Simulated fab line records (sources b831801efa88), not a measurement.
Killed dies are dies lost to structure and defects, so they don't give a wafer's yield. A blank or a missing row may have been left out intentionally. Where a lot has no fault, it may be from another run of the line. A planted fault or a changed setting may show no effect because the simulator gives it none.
Struck lot and sound lot, side by side	flow sky130	15 out of 708 route steps
Sound: these wafers, L872.1, L872.2, L872.3. The struck wafers were L882.1, L882.4, L882.6. Last of all comes the cause.
Per side, at each step with rows, come the tool, then ch with its chambers, and then its first start. Under that, the readings that differ: sound wafers	struck wafers	difference of the means	sigmas: that difference in standard deviations of wafers without a fault.
alike: readings with means less than 2 such deviations apart, plus words and numbers identical on both sides. not compared: withheld readings, readings lacking a value on some wafer, bounds such as >300 that could conceal the same value, and numbers that have no deviation in the record and whose values overlap.
The two part at a step that has a row with sigmas, a row that says differs or no value, or rows on one side only. Numbers that don't overlap but have no deviation are shown without sigmas and don't part them. A reading that every wafer of one side lacks parts them only if that side has two wafers or more.

first, 3 steps without rows for these wafers: SKY_GATE_OXIDE_EXPOSE_07 (exposes mask LVOM, target cd 600 nm); SKY_GATE_OXIDE_PEB_08; SKY_GATE_OXIDE_DEVELOP_09 (develop time 60 s).
SKY_GATE_OXIDE_OVL_MEAS_10:
  sound: overlay-02 at day 14 05:40; struck: overlay-02 at day 18 04:05
  alike: GATE_OXIDE_OVL
then, 2 steps without rows for these wafers: SKY_GATE_OXIDE_IMPLANT_11; SKY_GATE_OXIDE_WET_ETCH_12 (etches SiO2 in dHF, target depth 16.8 nm, time 336 s).
SKY_GATE_OXIDE_STRIP_13: strips in O2/N2.
  sound on plasma asher-04 ch 0,1, day 14 05:56; struck on plasma asher-04 ch 0, day 18 04:22
  alike: chamber pressure mTorr, drypump motor current A, o2 flow sccm, oes product au, strip time to endpoint s
  not compared: rf hours counter h
SKY_GATE_OXIDE_TW_MEAS_14:
  sound: film metro-01 at day 14 06:02; struck: film metro-02 at day 18 04:28
  alike: GATE_OXIDE_TW
then, 3 steps without rows for these wafers: SKY_GATE_OXIDE_CLEAN_15 (cleans in SC1/SC2, time 150 s); SKY_GATE_OXIDE_OXIDATION_16 (stabilise 600 s, purge 300 s, target thk 3.57 nm); SKY_POLY_GATE_CVD_00 (deposits poly-Si, target thk 180 nm, time 720 s).
SKY_POLY_GATE_THK_MEAS_01:
  sound: film metro-02 at day 14 10:46; struck: film metro-04 at day 18 09:09
  alike: POLY_GATE_CVD_00_THK
SKY_RES_PROTECT_DEHYDRATE_00: time 60 s.
  sound on litho track-04 ch 0, day 14 23:53; struck on litho track-02 ch 0, day 19 00:04
reading	sound	struck	difference	sigmas
heater power total W (W)	160.32 160.17 160.25	158.82 159.01 159.12	-1.26	-11
plate temp C (C)	199.60 199.93 199.98	198.62 198.63 198.56	-1.23	-8
then, 1 step without rows for these wafers: SKY_RES_PROTECT_HMDS_01 (prime time 60 s).
-- the record jumps here: 30 days lie between the struck wafers' starts before and after (it left off in module RES_PROTECT and takes up again in module PAD_OPEN, whose first step shown is number 708 of the route) --
SKY_PAD_OPEN_PROBE_99:
  only the struck wafers here have rows in the record (prober-01, day 48 20:23); the sound ones have none

== WHERE THEY PART ==
At SKY_RES_PROTECT_DEHYDRATE_00 first; at SKY_PAD_OPEN_PROBE_99 last (within this record only).

WHY: what the simulator had put in
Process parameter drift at SKY_RES_PROTECT_DEHYDRATE_00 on litho track-02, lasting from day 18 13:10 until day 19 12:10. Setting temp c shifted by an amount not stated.
